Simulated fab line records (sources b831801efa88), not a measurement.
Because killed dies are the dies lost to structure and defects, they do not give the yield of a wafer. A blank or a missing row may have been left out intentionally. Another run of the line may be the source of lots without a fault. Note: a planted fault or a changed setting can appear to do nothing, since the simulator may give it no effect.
Matching of chambers / flow sky130 / SKY_CONTACT_ETCH_16 on rie-diel-03: 3 sister chambers
The step etches BARC in N2/H2, stops on SiO2, time 45.9 s, target depth 60 nm. 3 wafers are shown with their chamber, then 7 later ones without.

== EACH WAFER AND ITS CHAMBER ==
wafer=L079.5; chamber=1; oes-product-au (a.u.)=0.847
wafer=L089.1; chamber=2; oes-product-au (a.u.)=0.854
wafer=L089.2; chamber=0; oes-product-au (a.u.)=0.851

== WAFERS WITHOUT THEIR CHAMBER ==
wafer=L089.4; oes-product-au (a.u.)=0.852
wafer=L094.2; oes-product-au (a.u.)=0.856
wafer=L094.3; oes-product-au (a.u.)=0.857
wafer=L094.6; oes-product-au (a.u.)=0.854
wafer=L095.1; oes-product-au (a.u.)=0.864
wafer=L095.3; oes-product-au (a.u.)=0.865
wafer=L095.5; oes-product-au (a.u.)=0.859

== WHICH CHAMBER EACH ONE RAN IN ==
wafer=L089.4; from the rows above=can't be placed: 0 or 2 or 1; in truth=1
wafer=L094.2; from the rows above=can't be placed: 2 or 0 or 1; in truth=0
wafer=L094.3; from the rows above=can't be placed: 2 or 0 or 1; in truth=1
wafer=L094.6; from the rows above=can't be placed: 2 or 0 or 1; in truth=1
wafer=L095.1; from the rows above=can't be placed: 2 or 0 or 1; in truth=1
wafer=L095.3; from the rows above=can't be placed: 2 or 0 or 1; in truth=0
wafer=L095.5; from the rows above=can't be placed: 2 or 0 or 1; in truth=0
Placed correctly: 0 of 7. Not placeable from these rows: 7 (in 7, the candidates include the true chamber). Number placed wrongly: 0.
How it was worked out, from the rows above alone: a wafer's distance from a chamber is the root of the sum, over the readings, of the square of ((its reading less the chamber's mean) divided by the reading's scatter). The wafer belongs to the nearest chamber; if the next one is less than 2 further off, it can't be placed. For every chamber, the mean is computed from those of its wafers that are shown. The scatter: root of mean squared gap, hidden wafer to nearest shown wafer, with one shown wafer a chamber.
